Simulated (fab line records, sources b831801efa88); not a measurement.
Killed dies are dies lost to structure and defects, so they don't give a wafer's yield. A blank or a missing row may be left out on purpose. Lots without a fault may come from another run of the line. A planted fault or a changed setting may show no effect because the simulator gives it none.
fab line records | flow sky130
record lots=5 wafers=23
route steps=708 shown CONTACT@408 METAL1@437 METAL2@492 VIA2@509
start_h: hours from the record's first day to the start of the lot's first wafer shown | wait_h: hours since the lot's step before | " the same as in the row above | L1.1+2: a row that stands for several wafers | - no value, or no start given | * or withheld: withheld | < > ~ a bound
route shown NAME@n: a module of which the file shows steps, and the number in the route of the first | usual: mean/standard deviation of fault-free wafers | same: alike in all rows | chamber/n: place in a boat | sites: the reading at each site | _std_site: their standard deviation | _edge_site: outer sites' mean less inner sites' | radius_mm: how far each site lies from the wafer's centre | mask NAME#n: copy n | behind: the tool/chamber that last shaped the wafer | hold: why the lot was held/for how many hours/how that ended | device: the transistor (n, p or np) that didn't switch | end of line: the same wafers' tests at the end of the route | a step without rows: its recipe alone | killed: dies lost to structure and defects at the first sort, not the wafer's yield | map: a wafer's dies, x killed, . not, _ none there
set.NAME: the setting as run; set.NAME@STEP: as run at that earlier step | model.NAME: the simulator's own value behind a step, which no gauge read
lots whose settings were changed on purpose; a table a step, a row a wafer
## steps
# step SKY_CONTACT_HDPCVD_02
# recipe material=SiO2 target_thk_nm=565 sigma_open_frac=0.3 time_s=94.2 temp_c=600 sih4_flow_sccm=60 pressure_mtorr=6
# columns lot.wafer tool chamber start_h wait_h set.time_s model.SiO2_of_CONTACT_HDPCVD_02.thk_nm
L074.1+2 hdpcvd-02 0,2 784.63 0.1 94.2 -
L074.3 " 1 " " 85.53 521.8
L074.4 " 1 " " 85.53 516.1
L074.6 " 2 " " 94.2 547
L077.1 hdpcvd-01 2 787.60 0.1 103.7 618.3
L077.2 " 0 " " 103.7 623.8
L077.4 " 0 " " 94.2 562.9
L077.5 " 2 " " 94.2 568.7
L077.6 " 1 " " 103.7 619.6
L081.1 hdpcvd-01 2 788.10 0.1 86.33 526.6
L081.2+4 " 0,1 " " 86.33 -
L081.3 " 1 " " 94.2 568.1
L081.5 " 0 " " 94.2 570.6
L084.2 hdpcvd-02 0 861.19 0.0 94.2 575.6
L084.3 " 1 " " 94.2 578.1
L084.4+5+6 " 0,1,2 " " 94.2 -
L085.1 hdpcvd-01 1 861.51 0.1 94.2 552
L085.3 " 0 " " 94.2 565.8
L085.6 " 0 " " 94.2 568.3
# step SKY_CONTACT_THK_MEAS_03
# recipe reads=SiO2_of_CONTACT_HDPCVD_02
# usual CONTACT_HDPCVD_THK=566/7.2
# columns lot.wafer tool chamber start_h wait_h set.time_s@CONTACT_HDPCVD_02 CONTACT_HDPCVD_THK[nm]
L074.1 film_metro-02 - 784.70 0.0 94.2 571
L074.2 " - " " 94.2 549
L074.3 " - " " 85.53 522
L074.4 " - " " 85.53 516
L074.6 " - " " 94.2 547
L077.1 film_metro-01 - 787.67 0.0 103.7 618
L077.2 " - " " 103.7 624
L077.4 " - " " 94.2 563
L077.5 " - " " 94.2 569
L077.6 " - " " 103.7 620
L081.1 film_metro-01 - 788.16 0.0 86.33 527
L081.2 " - " " 86.33 520
L081.3 " - " " 94.2 568
L081.4 " - " " 86.33 517
L081.5 " - " " 94.2 570
L084.2 film_metro-02 - 861.27 0.0 94.2 576
L084.3 " - " " 94.2 578
L084.4 " - " " 94.2 572
L084.5 " - " " 94.2 574
L084.6 " - " " 94.2 564
L085.1 film_metro-03 - 861.58 0.0 94.2 553
L085.3 " - " " 94.2 566
L085.6 " - " " 94.2 568
# step SKY_CONTACT_CMP_04
# recipe material=SiO2 down_force_psi=4 platen_rpm=60 pad_velocity_m_s=0.94248
# usual time_to_endpoint_s=78/3.7
# columns lot.wafer tool chamber start_h wait_h set.time_s@CONTACT_HDPCVD_02 time_to_endpoint_s
L074.4 cmp-01 2 784.76 0.0 85.53 61
L074.2 " 3 " " 94.2 71
L074.1 " 0 " " 94.2 79
L074.3 " 1 " " 85.53 64
L074.6 " 3 " " 94.2 70
L077.4 cmp-02 1 787.78 0.1 94.2 72
L077.2 " 2 " " 103.7 96
L077.1 " 3 " " 103.7 97
L077.5 " 0 " " 94.2 77
L077.6 " 1 " " 103.7 94
L081.3 cmp-02 2 788.42 0.2 94.2 78
L081.4 " 3 " " 86.33 61
L081.2 " 0 " " 86.33 60
L081.1 " 1 " " 86.33 60
L081.5 " 3 " " 94.2 80
L084.3 cmp-02 2 861.60 0.3 94.2 82
L084.2 " 3 " " 94.2 84
L084.4 " 1 " " 94.2 78
L084.5 " 2 " " 94.2 83
L084.6 " 3 " " 94.2 81
L085.1 cmp-01 1 861.95 0.4 94.2 80
L085.3 " 3 " " 94.2 84
L085.6 " 0 " " 94.2 79
# step SKY_CONTACT_CVD_24
# recipe material=W target_thk_nm=340 time_s=102.12 temp_c=400 pressure_torr=40
# columns lot.wafer tool chamber start_h wait_h set.pressure_torr model.W_of_CONTACT_CVD_24.thk_nm
L074.1 cvd_w-01 0 810.84 0.0 44.51 359.1
L074.2 " 1 " " 44.51 360.1
L074.3 " 1 " " 44.51 360.6
L074.4 " 0 " " 44.51 357.6
L074.6 " 0 " " 44.51 358.5
L077.1 cvd_w-01 0 814.13 0.0 40 334.8
L077.2 " 1 " " 40 340.9
L077.4 " 0 " " 40 333.6
L077.5 " 0 " " 40 336
L077.6 " 1 " " 40 338
L081.1 cvd_w-01 1 815.14 0.0 36.4 332.3
L081.2 " 0 " " 36.4 325.2
L081.3 " 0 " " 36.4 327.4
L081.4+5 " 1,0 " " 36.4 328.6
L084.2 cvd_w-01 0 888.91 0.0 44.82 356.6
L084.3 " 0 " " 44.82 354.7
L084.4 " 1 " " 44.82 365.1
L084.5 " 0 " " 44.82 358.6
L084.6 " 1 " " 44.82 359.3
L085.1 cvd_w-02 1 889.35 0.0 40 340.6
L085.3 " 1 " " 40 335.9
L085.6 " 1 " " 40 340.3
# step SKY_CONTACT_RS_MEAS_25
# recipe thk_meas_gauge=four-point-probe reads=W_of_CONTACT_CVD_24+TiN_of_CONTACT_SPUTTER_23
# usual CONTACT_W_RS=0.338/0.0037
# columns lot.wafer tool chamber start_h wait_h set.pressure_torr@CONTACT_CVD_24 CONTACT_W_RS[ohm/sq]
L074.1 film_metro-02 - 810.95 0.1 44.51 0.320
L074.2 " - " " 44.51 0.319
L074.3 " - " " 44.51 0.318
L074.4 " - " " 44.51 0.321
L074.6 " - " " 44.51 0.320
L077.1 film_metro-02 - 814.24 0.1 40 0.344
L077.2 " - " " 40 0.336
L077.4 " - " " 40 0.345
L077.5 " - " " 40 0.342
L077.6 " - " " 40 0.340
L081.1 film_metro-02 - 815.25 0.1 36.4 0.346
L081.2 " - " " 36.4 0.353
L081.3 " - " " 36.4 0.352
L081.4 " - " " 36.4 0.350
L081.5 " - " " 36.4 0.351
L084.2 film_metro-01 - 889.04 0.1 44.82 0.322
L084.3 " - " " 44.82 0.324
L084.4 " - " " 44.82 0.314
L084.5 " - " " 44.82 0.320
L084.6 " - " " 44.82 0.319
L085.1 film_metro-03 - 889.46 0.1 40 0.337
L085.3 " - " " 40 0.342
L085.6 " - " " 40 0.338
# step SKY_METAL1_SPUTTER_03
# recipe material=Ti target_thk_nm=5 power_w=3000 time_s=3.3 chamber_pressure_pa=0.4
# columns lot.wafer tool chamber start_h wait_h set.time_s model.Ti_of_METAL1_SPUTTER_03.thk_nm
L074.1 pvd_sputter-03 - 811.50 0.0 3.036 4.708
L074.2 " - " " 3.036 4.457
L074.3 " - " " 3.3 5.024
L074.4 " - " " 3.3 5.007
L074.6 " - " " 3.3 4.926
L077.1 pvd_sputter-03 - 814.80 0.0 3.3 4.994
L077.2 " - " " 3.3 4.934
L077.4 " - " " 3.3 5.017
L077.5 " - " " 3.3 4.815
L077.6 " - " " 3.3 4.928
L081.1 pvd_sputter-03 - 815.80 0.0 3.3 5.103
L081.2 " - " " 3.031 4.507
L081.3 " - " " 3.3 4.942
L081.4 " - " " 3.031 4.623
L081.5 " - " " 3.3 5.033
L084.2 pvd_sputter-03 - 889.58 0.0 3.3 5.299
L084.3 " - " " 3.3 5.271
L084.4 " - " " 2.838 4.507
L084.5 " - " " 2.838 4.338
L084.6 " - " " 2.838 4.697
L085.1 pvd_sputter-04 - 890.01 0.0 3.3 5.096
L085.3 " - " " 3.3 5.019
L085.6 " - " " 3.3 5.154
# step SKY_METAL1_ETCH_18
# recipe chemistry=N2/H2 target=BARC ion_energy_ev=200 bias_w=100 pressure_mtorr=30 n2_flow_sccm=100 h2_flow_sccm=200 icp_w=500 stop_on=SiO2 time_s=45.9 target_depth_a=600
# usual oes_product_au=0.855/0.0046
# columns lot.wafer tool chamber start_h wait_h set.time_s oes_product_au model.KrF-thick_of_METAL1_COAT_10.thk_nm
L074.1 rie_metal-03 0 837.41 0.0 39.64 0.926 -
L074.2 " 1 " " 45.9 0.860 -
L074.3 " 0 " " 45.9 0.849 400.7
L074.4 " 1 " " 45.9 0.846 402.7
L074.6 " 1 " " 39.64 0.933 407.3
L077.1 rie_metal-04 0 840.64 0.0 45.9 0.850 401.8
L077.2 " 1 " " 45.9 0.855 401.5
L077.4 " 0 " " 45.9 0.850 402.3
L077.5 " 1 " " 45.9 0.857 402.3
L077.6 " 0 " " 45.9 0.853 402.6
L081.1 rie_metal-02 1 841.68 0.0 45.9 0.850 401.6
L081.2 " 0 " " 45.9 0.860 -
L081.3 " 1 " " 40.97 0.922 405.4
L081.4 " 0 " " 40.97 0.915 -
L081.5 " 1 " " 45.9 0.853 401.2
L084.2 rie_metal-03 0 914.51 0.0 45.9 0.847 404.8
L084.3 " 1 " " 45.9 0.858 402.7
L084.4 " 0 " " 45.9 0.852 -
L084.5 " 0 " " 45.9 0.850 -
L084.6 " 1 " " 45.9 0.858 -
L085.1 rie_metal-02 0 914.87 0.0 45.9 0.853 400.2
L085.3 " 0 " " 45.9 0.859 400.8
L085.6 " 1 " " 45.9 0.861 400.4
# step SKY_METAL2_COAT_09
# recipe resist=BARC temp_c=withheld time_s=withheld spin_rpm=3000 resist_thk_nm=60
# columns lot.wafer tool chamber start_h wait_h set.resist_thk_nm
L074.1+2+3 litho_track-02 0 876.48 0.1 60
L074.4+6 " 0 " " 61.03
L077.1+5 litho_track-01 0 880.87 0.1 56.45
L077.2+4+6 " 0 " " 60
L081.1+2 litho_track-01 0 883.12 0.1 62.02
L081.3+4+5 " 0 " " 60
L084.2+3+5 litho_track-01 0 951.95 0.1 61.74
L084.4+6 " 0 " " 60
L085.1+3+6 litho_track-02 0 952.83 0.1 60
# step SKY_METAL2_EXPOSE_12
# recipe mask_id=MM2 na=0.8 source_shape=annular sigma_inner=0.55 sigma_outer=0.85 target_cd_nm=140 dose_mj=28
# columns lot.wafer tool chamber start_h wait_h mask set.dose_mj
L074.1+2 krf_scanner-01 0 - - MM2#0 30
L074.3+4+6 " 0 " " MM2#0 28
L077.1+2+5 krf_scanner-01 0 - - MM2#0 28
L077.4+6 " 0 " " MM2#0 26.67
L081.1+2+3+4+5 krf_scanner-02 0 - - MM2#0 28
L084.2+3+4+5+6 krf_scanner-01 0 - - MM2#0 28
L085.1+3+6 krf_scanner-02 0 - - MM2#0 28
# step SKY_METAL2_PEB_13
# recipe peb_temp_c=withheld peb_time_s=withheld resist=KrF-thick
# step SKY_METAL2_DEVELOP_14
# recipe develop_time_s=60 resist=KrF-thick dev_temp_c=21
# step SKY_METAL2_CD_MEAS_15
# recipe target_cd_nm=140
# usual cd_nm=140.1/1.2
# columns lot.wafer tool chamber start_h wait_h set.dose_mj@METAL2_EXPOSE_12 cd_nm
L074.1 cd_sem-02 - 891.48 - 30 125.3
L074.2 " - " " 30 126.0
L074.3 " - " " 28 138.3
L074.4 " - " " 28 139.2
L074.6 " - " " 28 141.3
L077.1 cd_sem-01 - 895.08 - 28 141.1
L077.2 " - " " 28 142.0
L077.4 " - " " 26.67 150.2
L077.5 " - " " 28 140.9
L077.6 " - " " 26.67 149.3
L081.1 cd_sem-01 - 896.53 - 28 140.4
L081.2 " - " " 28 139.3
L081.3 " - " " 28 140.4
L081.4 " - " " 28 139.3
L081.5 " - " " 28 138.2
L084.2 cd_sem-01 - 965.60 - 28 142.1
L084.3 " - " " 28 143.3
L084.4 " - " " 28 143.0
L084.5 " - " " 28 142.8
L084.6 " - " " 28 141.2
L085.1 cd_sem-01 - 967.14 - 28 137.8
L085.3 " - " " 28 138.1
L085.6 " - " " 28 140.3
# step SKY_METAL2_DESCUM_17
# recipe chemistry=O2 source_power_w=150 bias_power_w=0 pressure_mtorr=10 temp_c=40 time_s=8
# columns lot.wafer tool chamber start_h wait_h set.dose_mj@METAL2_EXPOSE_12 model.METAL2.cd_nm
L074.1 rie_metal-01 1 891.63 0.0 30 125.8
L074.2 " 0 " " 30 126.6
L074.3 " 1 " " 28 138.7
L074.4 " 0 " " 28 140.2
L074.6 " 1 " " 28 141.4
L077.1 rie_metal-03 1 895.23 0.0 28 141.1
L077.2 " 0 " " 28 141.8
L077.4 " 1 " " 26.67 150.5
L077.5 " 0 " " 28 141.3
L077.6 " 1 " " 26.67 149.5
L081.1 rie_metal-01 1 896.68 0.0 28 140.8
L081.2 " 0 " " 28 139.8
L081.3 " 0 " " 28 141
L081.4 " 1 " " 28 140.1
L081.5 " 1 " " 28 138.7
L084.2 rie_metal-03 1 965.73 0.0 28 142.2
L084.3 " 0 " " 28 143.5
L084.4 " 1 " " 28 143.4
L084.5 " 1 " " 28 142.8
L084.6 " 0 " " 28 141.4
L085.1 rie_metal-04 1 967.29 0.0 28 138.4
L085.3 " 0 " " 28 138.6
L085.6 " 0 " " 28 141
# step SKY_METAL2_ETCH_18
# recipe chemistry=N2/H2 target=BARC ion_energy_ev=200 bias_w=102.4 pressure_mtorr=30 n2_flow_sccm=100 h2_flow_sccm=200 icp_w=500 stop_on=SiO2 time_s=45.9 target_depth_a=600
# usual oes_product_au=0.854/0.0045
# columns lot.wafer tool chamber start_h wait_h set.resist_thk_nm@METAL2_COAT_09 oes_product_au
L074.1 rie_metal-01 1 891.66 0.0 60 0.855
L074.2 " 0 " " 60 0.851
L074.3 " 1 " " 60 0.854
L074.4 " 0 " " 61.03 0.865
L074.6 " 1 " " 61.03 0.861
L077.1 rie_metal-03 1 895.26 0.0 56.45 0.828
L077.2 " 0 " " 60 0.862
L077.4 " 1 " " 60 0.858
L077.5 " 0 " " 56.45 0.827
L077.6 " 1 " " 60 0.852
L081.1 rie_metal-01 1 896.71 0.0 62.02 0.872
L081.2 " 0 " " 62.02 0.870
L081.3 " 0 " " 60 0.854
L081.4 " 1 " " 60 0.849
L081.5 " 1 " " 60 0.859
L084.2 rie_metal-03 1 965.76 0.0 61.74 0.859
L084.3 " 0 " " 61.74 0.861
L084.4 " 1 " " 60 0.855
L084.5 " 1 " " 61.74 0.866
L084.6 " 0 " " 60 0.855
L085.1 rie_metal-04 1 967.33 0.0 60 0.857
L085.3 " 0 " " 60 0.856
L085.6 " 0 " " 60 0.858
# step SKY_METAL2_METAL_ETCH_19
# recipe target_depth_a=3600 stop_on=SiO2 over_etch_frac=0.3 time_s=78 chemistry=Cl2/BCl3 resist_sidewall_deg=88 pressure_mtorr=10 icp_w=900 bias_w=48.5 Cl2_flow_sccm=60 bcl3_flow_sccm=30
# columns lot.wafer tool chamber start_h wait_h set.dose_mj@METAL2_EXPOSE_12 model.METAL2.cd_nm
L074.1 rie_metal-01 1 891.73 0.0 30 128.3
L074.2 " 0 " " 30 128.8
L074.3 " 1 " " 28 141.5
L074.4 " 0 " " 28 142
L074.6 " 1 " " 28 144
L077.1 rie_metal-03 1 895.33 0.0 28 140.2
L077.2 " 0 " " 28 141
L077.4 " 1 " " 26.67 151.2
L077.5 " 0 " " 28 140
L077.6 " 1 " " 26.67 150.8
L081.1 rie_metal-01 1 896.78 0.0 28 144.3
L081.2 " 0 " " 28 141.3
L081.3 " 0 " " 28 142.7
L081.4 " 1 " " 28 142.4
L081.5 " 1 " " 28 140
L084.2 rie_metal-03 1 965.83 0.0 28 141.7
L084.3 " 0 " " 28 141.6
L084.4 " 1 " " 28 144.5
L084.5 " 1 " " 28 143.7
L084.6 " 0 " " 28 139.8
L085.1 rie_metal-04 1 967.39 0.0 28 137.5
L085.3 " 0 " " 28 138.2
L085.6 " 0 " " 28 140.3
# step SKY_VIA2_CMP_02
# recipe material=SiO2 down_force_psi=4 platen_rpm=60 pad_velocity_m_s=0.94248
# columns lot.wafer tool chamber start_h wait_h set.leave_above_ref_nm model.SiO2_of_VIA2_HDPCVD_00.thk_nm
L074.2 cmp-01 3 892.69 0.0 481.5 -
L074.1 " 0 " " 481.5 480.7
L074.3 " 1 " " 495 -
L074.4 " 2 " " 481.5 482.7
L074.6 " 3 " " 495 496.5
L077.1 cmp-01 0 896.27 0.1 495 495.5
L077.4 " 1 " " 495 496.3
L077.2 " 2 " " 495 495.4
L077.6 " 0 " " 462.5 463.7
L077.5 " 1 " " 462.5 463.9
L081.4 cmp-02 3 897.81 0.0 510.5 510.1
L081.2+1 " 0,2 " " 495 494.5
L081.3 " 1 " " 495 493.6
L081.5 " 3 " " 510.5 510.8
L084.2 cmp-01 3 966.70 0.0 476 474
L084.4 " 1 " " 495 -
L084.3 " 2 " " 476 475.2
L084.6 " 3 " " 495 495.4
L084.5 " 0 " " 495 494.6
L085.1+6 cmp-02 2,0 968.37 0.1 495 493.1
L085.3 " 3 " " 495 494.2
# step SKY_VIA2_COAT_07
# recipe resist=KrF-thick spin_rpm=3000 resist_thk_nm=450
# columns lot.wafer tool chamber start_h wait_h set.resist_thk_nm model.KrF-thick_of_VIA2_COAT_07.thk_nm
L074.1 litho_track-03 0 - - 450 450.2
L074.2 " 0 " " 438 436.2
L074.3 " 0 " " 450 448.7
L074.4 " 0 " " 450 449.4
L074.6 " 0 " " 438 437.9
L077.1+2 litho_track-04 0 - - 424.3 424.5
L077.4 " 0 " " 450 450.8
L077.5 " 0 " " 450 450.6
L077.6 " 0 " " 424.3 424
L081.1 litho_track-03 0 - - 450 448.8
L081.2 " 0 " " 457.1 457.3
L081.3 " 0 " " 450 449.5
L081.4 " 0 " " 450 450
L081.5 " 0 " " 457.1 456.7
L084.2 litho_track-03 0 - - 450 445.8
L084.3 " 0 " " 450 447.1
L084.4 " 0 " " 450 446.6
L084.5 " 0 " " 450 446.8
L084.6 " 0 " " 450 447.5
L085.1 litho_track-03 0 - - 450 449.8
L085.3 " 0 " " 450 448.7
L085.6 " 0 " " 450 449.7
# step SKY_VIA2_ETCH_15
# recipe target=SiO2 chemistry=C4F8/O2/Ar target_depth_nm=546 stop_on=TiN mask_material=KrF-thick source_w=1500 bias_w=1200 pressure_mtorr=40 c4f8_flow_sccm=withheld O2_flow_sccm=6 Ar_flow_sccm=300 time_s=84
# usual oes_product_au=0.941/0.0047
# columns lot.wafer tool chamber start_h wait_h set.source_w set.leave_above_ref_nm@VIA2_CMP_02 set.resist_thk_nm@VIA2_COAT_07 oes_product_au model.KrF-thick_of_VIA2_COAT_07.thk_nm model.VIA2.feature_depth_nm
L074.1 rie_diel-02 0 918.24 0.0 1500 481.5 450 0.922 283.3 480.7
L074.2 " 1 " " 1663 481.5 438 0.920 262.5 483
L074.3 " 3 " " 1663 495 450 0.947 275.9 495.6
L074.4 " 2 " " 1500 481.5 450 0.926 284.9 482.7
L074.6 " 3 " " 1663 495 438 0.946 264.7 497.3
L077.1 rie_diel-04 0 921.90 0.0 1500 495 424.3 0.941 256 495.5
L077.2 " 3 " " 1500 495 424.3 0.939 257.8 495.4
L077.4 " 1 " " 1677 495 450 0.943 278.3 497.1
L077.5 " 0 " " 1677 462.5 450 0.905 277.5 464.7
L077.6 " 3 " " 1677 462.5 424.3 0.906 252.4 464.5
L081.1 rie_diel-02 0 923.24 0.0 1634 495 450 0.940 278.2 495.1
L081.2 " 3 " " 1634 495 457.1 0.950 284.8 495.1
L081.3 " 2 " " 1500 495 450 0.934 284.8 493.6
L081.4 " 1 " " 1500 510.5 450 0.956 281.6 510.1
L081.5 " 3 " " 1634 510.5 457.1 0.957 283.3 511.4
L084.2 rie_diel-01 1 993.14 0.0 1500 476 450 0.923 276.1 474
L084.3 " 2 " " 1500 476 450 0.919 280.1 475.2
L084.4 " 3 " " 1500 495 450 0.943 280.5 493.5
L084.5 " 3 " " 1427 495 450 0.936 282.4 494.6
L084.6 " 2 " " 1427 495 450 0.939 281.8 495.4
L085.1 rie_diel-04 3 994.60 0.0 1500 495 450 0.936 283.4 493.1
L085.3 " 2 " " 1500 495 450 0.937 280 494.2
L085.6 " 2 " " 1500 495 450 0.940 281.1 493.1
# step SKY_VIA2_STRIP_16
# recipe chemistry=O2/N2 power_w=1400 pressure_mtorr=1500 platen_temp_c=withheld o2_flow_sccm=3000 n2_flow_sccm=300 overash_fraction=0.5
# usual strip_time_to_endpoint_s=4.034/0.022
# columns lot.wafer tool chamber start_h wait_h set.resist_thk_nm@VIA2_COAT_07 set.source_w@VIA2_ETCH_15 strip_time_to_endpoint_s
L074.1 plasma_asher-03 1 918.30 0.0 450 1500 4.039
L074.2 " 0 " " 438 1663 3.818
L074.3 " 0 " " 450 1663 3.976
L074.4 " 1 " " 450 1500 4.064
L074.6 " 1 " " 438 1663 3.863
L077.1 plasma_asher-03 1 921.97 0.0 424.3 1500 3.742
L077.2 " 0 " " 424.3 1500 3.787
L077.4 " 1 " " 450 1677 3.984
L077.5 " 0 " " 450 1677 3.983
L077.6 " 1 " " 424.3 1677 3.709
L081.1 plasma_asher-02 1 923.30 0.0 450 1634 4.001
L081.2 " 0 " " 457.1 1634 4.066
L081.3 " 0 " " 450 1500 4.061
L081.4 " 1 " " 450 1500 4.022
L081.5 " 1 " " 457.1 1634 4.038
L084.2 plasma_asher-02 1 993.20 0.0 450 1500 3.981
L084.3 " 1 " " 450 1500 4.008
L084.4 " 0 " " 450 1500 4.025
L084.5 " 1 " " 450 1427 4.038
L084.6 " 0 " " 450 1427 4.024
L085.1 plasma_asher-04 1 994.67 0.0 450 1500 4.033
L085.3 " 0 " " 450 1500 4.012
L085.6 " 1 " " 450 1500 4.031
## key
split step=SKY_CONTACT_HDPCVD_02 setting=time_s stated=94.2 by=wafer
response step=SKY_CONTACT_HDPCVD_02 reading=model.SiO2_of_CONTACT_HDPCVD_02.thk_nm change=+4.77 per=1% r=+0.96
response step=SKY_CONTACT_THK_MEAS_03 reading=CONTACT_HDPCVD_THK change=+5.04 per=1% r=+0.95
response step=SKY_CONTACT_CMP_04 reading=time_to_endpoint_s change=* per=1% r=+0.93
split step=SKY_CONTACT_CVD_24 setting=pressure_torr stated=40 by=lot
response step=SKY_CONTACT_CVD_24 reading=model.W_of_CONTACT_CVD_24.thk_nm change=+1.55 per=1% r=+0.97
response step=SKY_CONTACT_RS_MEAS_25 reading=CONTACT_W_RS change=-0.00154 per=1% r=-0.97
split step=SKY_METAL1_SPUTTER_03 setting=time_s stated=3.3 by=wafer
response step=SKY_METAL1_SPUTTER_03 reading=model.Ti_of_METAL1_SPUTTER_03.thk_nm change=+0.0545 per=1% r=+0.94
split step=SKY_METAL1_ETCH_18 setting=time_s stated=45.9 by=wafer
response step=SKY_METAL1_ETCH_18 reading=oes_product_au change=-0.00583 per=1% r=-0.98
response step=SKY_METAL1_ETCH_18 reading=model.KrF-thick_of_METAL1_COAT_10.thk_nm change=-0.395 per=1% r=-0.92
split step=SKY_METAL2_COAT_09 setting=resist_thk_nm stated=60 by=wafer
response step=SKY_METAL2_ETCH_18 reading=oes_product_au change=+0.00471 per=1% r=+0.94
split step=SKY_METAL2_EXPOSE_12 setting=dose_mj stated=28 by=wafer
response step=SKY_METAL2_CD_MEAS_15 reading=cd_nm change=-1.89 per=1% r=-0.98
response step=SKY_METAL2_DESCUM_17 reading=model.METAL2.cd_nm change=-1.9 per=1% r=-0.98
response step=SKY_METAL2_METAL_ETCH_19 reading=model.METAL2.cd_nm change=-2.04 per=1% r=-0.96
split step=SKY_VIA2_CMP_02 setting=leave_above_ref_nm stated=495 by=wafer
response step=SKY_VIA2_CMP_02 reading=model.SiO2_of_VIA2_HDPCVD_00.thk_nm change=+5.03 per=1% r=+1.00
response step=SKY_VIA2_ETCH_15 reading=oes_product_au change=+0.00549 per=1% r=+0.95
response step=SKY_VIA2_ETCH_15 reading=model.VIA2.feature_depth_nm change=+4.96 per=1% r=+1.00
split step=SKY_VIA2_COAT_07 setting=resist_thk_nm stated=450 by=wafer
response step=SKY_VIA2_COAT_07 reading=model.KrF-thick_of_VIA2_COAT_07.thk_nm change=+4.64 per=1% r=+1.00
response step=SKY_VIA2_ETCH_15 reading=model.KrF-thick_of_VIA2_COAT_07.thk_nm change=+4.26 per=1% r=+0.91
response step=SKY_VIA2_STRIP_16 reading=strip_time_to_endpoint_s change=* per=1% r=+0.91
split step=SKY_VIA2_ETCH_15 setting=source_w stated=1500 by=wafer
response step=SKY_VIA2_ETCH_15 reading=model.KrF-thick_of_VIA2_COAT_07.thk_nm slope=-0.617 per=1% together_with=resist_thk_nm@VIA2_COAT_07 explained=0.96
response step=SKY_VIA2_STRIP_16 reading=strip_time_to_endpoint_s slope=* per=1% together_with=resist_thk_nm@VIA2_COAT_07 explained=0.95
